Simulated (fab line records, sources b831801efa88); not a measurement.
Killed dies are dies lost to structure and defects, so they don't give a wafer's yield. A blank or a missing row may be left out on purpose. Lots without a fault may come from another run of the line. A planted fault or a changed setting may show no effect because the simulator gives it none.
fab line records | flow sfq_line
record lots=15 wafers=43 last_day=92
route steps=325 shown M1@59
lots that met no fault: from a run of the same line without faults
start_h: hours from the record's first day to the start of the lot's first wafer shown | wait_h: hours since the lot's step before | " the same as in the row above | L1.1+2: a row that stands for several wafers | - no value, or no start given | * or withheld: withheld | < > ~ a bound
route shown NAME@n: a module of which the file shows steps, and the number in the route of the first | usual: mean/standard deviation of fault-free wafers | same: alike in all rows | chamber/n: place in a boat | sites: the reading at each site | _std_site: their standard deviation | _edge_site: outer sites' mean less inner sites' | radius_mm: how far each site lies from the wafer's centre | mask NAME#n: copy n | behind: the tool/chamber that last shaped the wafer | hold: why the lot was held/for how many hours/how that ended | device: the transistor (n, p or np) that didn't switch | end of line: the same wafers' tests at the end of the route | a step without rows: its recipe alone | killed: dies lost to structure and defects at the first sort, not the wafer's yield | map: a wafer's dies, x killed, . not, _ none there
set.NAME: the setting as run; set.NAME@STEP: as run at that earlier step | model.NAME: the simulator's own value behind a step, which no gauge read
steps of the route over a sample of lots; a table a step, a row a wafer
services: from which hour (start_h, from the record's first day; less than 0 if before it) a tool's chamber was out of use, for how many hours, and why
## steps
# step SFQ_TRILAYER_M1_DEP_SPUTTER_037
# recipe material=Nb base_pressure_pa=1.33e-06 chamber_pressure_pa=0.1333 substrate_temp_c=20 resputter_cathode_voltage_v=400 target_thk_nm=200 power_w=2000 time_s=133.3
# usual throttle_valve_pct=29.8/0.7
# columns lot.wafer tool chamber start_h wait_h throttle_valve_pct
L619.1 pvd_sputter-05 - 379.85 0.0 29.7
L619.3 " - " " 29.3
L619.6 " - " " 29.2
L620.2 pvd_sputter-05 - 384.65 0.0 28.6
L620.3 " - " " 29.5
L620.4 " - " " 29.7
L621.2 pvd_sputter-05 - 388.26 0.0 29.4
L621.3 " - " " 28.3
L621.5 " - " " 30.2
L622.3 pvd_sputter-03 - 399.17 0.0 30.6
L622.4 " - " " 29.8
L622.6 " - " " 29.2
L623.1 pvd_sputter-03 - 419.70 0.0 29.7
L623.2 " - " " 29.2
L623.5 " - " " 30.1
L626.1 pvd_sputter-05 - 459.22 0.0 28.6
L626.3 " - " " 29.3
L628.3 pvd_sputter-05 - 471.68 0.0 29.3
L628.4 " - " " 28.6
L630.2 pvd_sputter-05 - 480.24 0.0 30.3
L630.3 " - " " 28.8
L630.6 " - " " 29.3
L633.1 pvd_sputter-03 - 483.68 0.0 29.0
L633.3 " - " " 30.4
L633.5 " - " " 29.0
L635.3 pvd_sputter-04 - 486.08 0.0 31.3
L635.4 " - " " 30.7
L635.5 " - " " 30.6
L636.1 pvd_sputter-03 - 487.44 0.0 30.0
L636.3 " - " " 29.7
L636.6 " - " " 30.5
L638.1 pvd_sputter-04 - 489.84 0.0 30.3
L638.4 " - " " 31.0
L638.5 " - " " 31.0
L639.1 pvd_sputter-03 - 490.86 0.0 29.2
L639.3 " - " " 30.5
L639.6 " - " " 29.9
L641.1 pvd_sputter-04 - 493.26 0.0 30.6
L641.3 " - " " 30.6
L641.4 " - " " 31.4
L642.2 pvd_sputter-03 - 494.64 0.0 29.9
L642.5 " - " " 29.6
L642.6 " - " " 30.6
# step SFQ_M1_RS_MEAS_909
# recipe thk_meas_gauge=four-point-probe reads=Nb_of_TRILAYER_M1_DEP_SPUTTER_037
# usual M1_NB_RS=0.889/0.011
# columns lot.wafer tool chamber start_h wait_h M1_NB_RS[ohm/sq]
L619.1 film_metro-04 - 379.94 0.0 0.885
L619.3 " - " " 0.882
L619.6 " - " " 0.887
L620.2 film_metro-04 - 384.76 0.1 0.885
L620.3 " - " " 0.884
L620.4 " - " " 0.889
L621.2 film_metro-01 - 388.37 0.1 0.903
L621.3 " - " " 0.893
L621.5 " - " " 0.891
L622.3 film_metro-03 - 399.30 0.1 0.905
L622.4 " - " " 0.897
L622.6 " - " " 0.896
L623.1 film_metro-03 - 419.79 0.0 0.879
L623.2 " - " " 0.885
L623.5 " - " " 0.870
L626.1 film_metro-01 - 459.31 0.0 0.873
L626.3 " - " " 1.001
L628.3 film_metro-03 - 471.81 0.1 1.012
L628.4 " - " " 1.014
L630.2 film_metro-04 - 480.35 0.1 0.886
L630.3 " - " " 1.022
L630.6 " - " " 0.898
L633.1 film_metro-01 - 483.77 0.0 0.884
L633.3 " - " " 0.884
L633.5 " - " " 0.880
L635.3 film_metro-03 - 486.21 0.1 0.891
L635.4 " - " " 0.894
L635.5 " - " " 0.896
L636.1 film_metro-01 - 487.53 0.0 0.868
L636.3 " - " " 0.857
L636.6 " - " " 0.873
L638.1 film_metro-03 - 489.93 0.0 0.884
L638.4 " - " " 0.884
L638.5 " - " " 0.879
L639.1 film_metro-01 - 490.95 0.0 0.904
L639.3 " - " " 0.911
L639.6 " - " " 0.898
L641.1 film_metro-01 - 493.35 0.0 0.894
L641.3 " - " " 0.905
L641.4 " - " " 0.905
L642.2 film_metro-03 - 494.75 0.1 0.877
L642.5 " - " " 0.880
L642.6 " - " " 0.887
# step SFQ_TRILAYER_M1_ETCH_METAL_ETCH_042
# recipe target=Nb stop_on=SiO2 mask_material=PR chemistry=Cl2/Ar target_depth_nm=240 icp_w=600 bias_w=80 pressure_mtorr=10 time_s=120
# usual drypump_motor_current_A=6.1/0.49 oes_product_au=0.895/0.0077
# columns lot.wafer tool chamber start_h wait_h drypump_motor_current_A oes_product_au rf_hours_counter_h
L619.1 rie_metal-04 1 527.16 0.0 5.2 0.895 75
L619.3 " 1 " " 5.1 0.894 -
L619.6 " 1 " " 5.1 0.896 -
L620.2 rie_metal-04 0 531.96 0.0 6.4 0.901 83
L620.3 " 1 " " 5.2 0.900 -
L620.4 " 0 " " 6.4 0.900 -
L621.2 rie_metal-03 0 536.76 0.0 6.6 0.886 83
L621.3 " 1 " " 5.7 0.889 -
L621.5 " 0 " " 6.5 0.889 -
L622.3 rie_metal-04 0 546.41 0.1 6.4 0.890 -
L622.4 " 1 " " 5.2 0.892 -
L622.6 " 0 " " 6.4 0.893 -
L623.1 rie_metal-03 0 564.49 0.0 6.6 0.907 86
L623.2 " 1 " " 5.8 0.887 79
L623.5 " 0 " " 6.6 0.906 -
L626.1 rie_metal-02 0 598.34 0.0 6.3 0.909 122
L626.3 " 0 " " 6.2 0.833 -
L628.3 rie_metal-04 1 608.62 0.1 5.2 0.837 -
L628.4 " 0 " " 6.4 0.823 -
L630.2 rie_metal-03 0 617.11 0.0 6.6 0.897 95
L630.3 " 1 " " 5.7 0.823 -
L630.6 " 0 " " 6.6 0.895 -
L633.1 rie_metal-02 1 623.23 0.0 5.9 0.896 71
L633.3 " 1 " " 5.9 0.896 -
L633.5 " 0 " " 6.2 0.897 -
L635.3 rie_metal-03 0 629.38 0.1 6.6 0.894 -
L635.4 " 0 " " 6.6 0.895 -
L635.5 " 0 " " 6.6 0.892 -
L636.1 rie_metal-02 1 630.43 0.0 5.9 0.910 72
L636.3 " 1 " " 5.9 0.918 -
L636.6 " 1 " " 5.9 0.898 -
L638.1 rie_metal-03 0 632.89 0.1 6.6 0.899 98
L638.4 " 0 " " 6.6 0.898 -
L638.5 " 0 " " 6.6 0.897 -
L639.1 rie_metal-02 1 634.03 0.0 5.9 0.887 72
L639.3 " 0 " " 6.3 0.881 -
L639.6 " 0 " " 6.3 0.884 -
L641.1 rie_metal-02 0 637.63 0.0 6.3 0.891 128
L641.3 " 1 " " 5.9 0.885 -
L641.4 " 0 " " 6.3 0.887 -
L642.2 rie_metal-03 0 641.33 0.1 6.6 0.895 -
L642.5 " 0 " " 6.6 0.898 -
L642.6 " 0 " " 6.6 0.894 -
## services
# columns tool chamber start_h hours kind
pvd_sputter-05 - 364.57 6.3 repair
pvd_sputter-05 - 369.30 2.3 repair
pvd_sputter-03 0 435.06 - consumable_replace:kit
pvd_sputter-03 0 435.06 18.0 scheduled_down
pvd_sputter-03 0 435.06 18.0 vent_cycle
rie_metal-02 0 472.82 1.9 repair
rie_metal-04 - 494.69 0.6 repair
pvd_sputter-03 - 498.84 2.9 repair
rie_metal-03 - 503.96 1.4 pm
rie_metal-02 1 523.75 10.2 repair
rie_metal-02 0 567.94 16.1 repair
rie_metal-02 - 578.56 2.8 pm
pvd_sputter-05 - 597.26 3.6 repair
pvd_sputter-04 2 602.44 - consumable_replace:kit
pvd_sputter-04 2 602.44 18.0 scheduled_down
pvd_sputter-04 2 602.44 18.0 vent_cycle
pvd_sputter-04 - 615.86 1.5 repair
rie_metal-03 1 620.79 26.3 repair
rie_metal-02 1 625.76 4.1 repair
rie_metal-04 0 638.15 20.5 repair
## key
first_sign step=SFQ_M1_RS_MEAS_909 reading=M1_NB_RS direction=up sigmas=11 usual=0.889 struck=1.012
effect step=SFQ_TRILAYER_M1_ETCH_METAL_ETCH_042 reading=oes_product_au direction=down sigmas=8.6 usual=0.895 struck=0.829
met_at SFQ_TRILAYER_M1_DEP_SPUTTER_037
struck_lots L626,L628,L630
struck_wafers L626.3,L628.3,L628.4,L630.3
onset_between 388.26 459.22
fault kind=process_parameter_drift tool=pvd_sputter-05 chamber=- onset_h=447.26 steps=SFQ_TRILAYER_M1_DEP_SPUTTER_037 channel=time_s offset=* shape=step end_h=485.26 scope=struck_wafers_only acts_in=* stated=*
